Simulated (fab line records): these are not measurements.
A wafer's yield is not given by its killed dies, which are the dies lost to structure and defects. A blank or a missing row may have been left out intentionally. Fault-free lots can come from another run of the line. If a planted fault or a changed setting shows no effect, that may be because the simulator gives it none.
Code-filled problem report in 8D (eight disciplines) form	flow gf180mcu	the parts of the form that need people (team, actions taken, sign-off) are left out

== 1. THE ISSUE ==
Mean of oes-product-au at GF_M1_METAL_ETCH_16: 0.735 a.u. across 4 wafers in 2 lots; on wafers with no fault it is 0.972 a.u. (standard deviation 0.0064). That puts it -37 standard deviations away from the usual mean.
The step: etches the open film in Cl2/BCl3, stops on SiO2, target depth 627.5 nm, time 104.6 s.
First observed at day 20 12:36: wafer L563.2, on rie-metal-03. The record has a number at this step for 42 wafers belonging to 14 lots. Rule for "out" (also "out of limits"): further than 4 standard deviations from the usual mean. All remaining wafers that have a number are taken as sound.

== 2. WHAT IT IS, AND WHAT IT ISN'T ==
question	is	is not
which readings at this step	oes-product-au, throttle-valve-pct	bias-w, drypump-motor-current-A
which lots	L563, L565	L554, L555, L556, L558, L560, L561, L562, L572, L574, L575, L576, L577
which wafers of those lots	L563.2, L565.2, L565.3, L565.6	L563.1, L563.5
read on which tools	rie-metal-03	rie-metal-01, rie-metal-04
when	from day 20 12:36	up to then (23 sound wafers); but 15 sound wafers of L572, L574, L575, L576, L577 came after

== 3. THE SUSPECTS, EACH WITH WHAT RULES IT OUT ==
Counting: any tool at a process step up to the reading remains a suspect provided it ran every lot that is out. Sound lots after the first of them don't rule it out here, since some wafers of a struck lot are sound.
- rie-metal-03 at GF_M1_METAL_ETCH_16 (etches the open film in Cl2/BCl3, stops on SiO2, target depth 627.5 nm, time 104.6 s): kept. It processed each lot that is out (first: L563, day 20 12:36); up to then, its last sound lot is L561 (day 19 21:46). Its own oes-product-au, throttle-valve-pct readings are out on those wafers.
The count leaves rie-metal-03 at GF_M1_METAL_ETCH_16.

== 4. THE CAUSE (what the simulator had put in) ==
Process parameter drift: rie-metal-03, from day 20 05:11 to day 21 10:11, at GF_M1_METAL_ETCH_16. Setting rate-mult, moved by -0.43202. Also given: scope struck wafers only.
Only this tool survived the counting.

== 5. SEQUENCE OF EFFECTS, ordered by route ==
One row per reading whose mean, taken over the struck wafers that have a number, lies over 3 standard deviations from the usual. Readings are gone through only where the record gives a usual standard deviation; hours: the median, over the lots, of the time from a lot's start at the first step in this table giving one to that lot's start at this step; sigmas: the change measured in usual standard deviations.
hours	step	reading	usual	on struck wafers	change	sigmas
0	GF_M1_METAL_ETCH_16	oes-product-au	0.972 a.u.	0.735	-0.237	-37
0	GF_M1_METAL_ETCH_16	throttle-valve-pct	28.251 %	28.508	+0.257	+26
0	GF_M1_STRIP_17	oes-product-au	0.558 a.u.	0.602	+0.044	+9.5
0	GF_M1_STRIP_17	strip-time-to-endpoint-s	7.86 s	8.91	+1.05	+30
Here are the process steps it includes:
- GF_M1_METAL_ETCH_16: etches the open film in Cl2/BCl3, stops on SiO2, target depth 627.5 nm, time 104.6 s.
- GF_M1_STRIP_17: strips in O2/N2.
At these later measuring or inspecting steps, every struck wafer for which the step has a row has a number for every such reading, and none has moved that far: GF_V1_THK_MEAS_03, GF_M2_THK_MEAS_06.

== 6. HOW IT WOULD HAVE BEEN CAUGHT EARLIER ==
In this record the first reading out of limits was taken at day 20 12:36, 7 hours after the fault began at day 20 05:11.
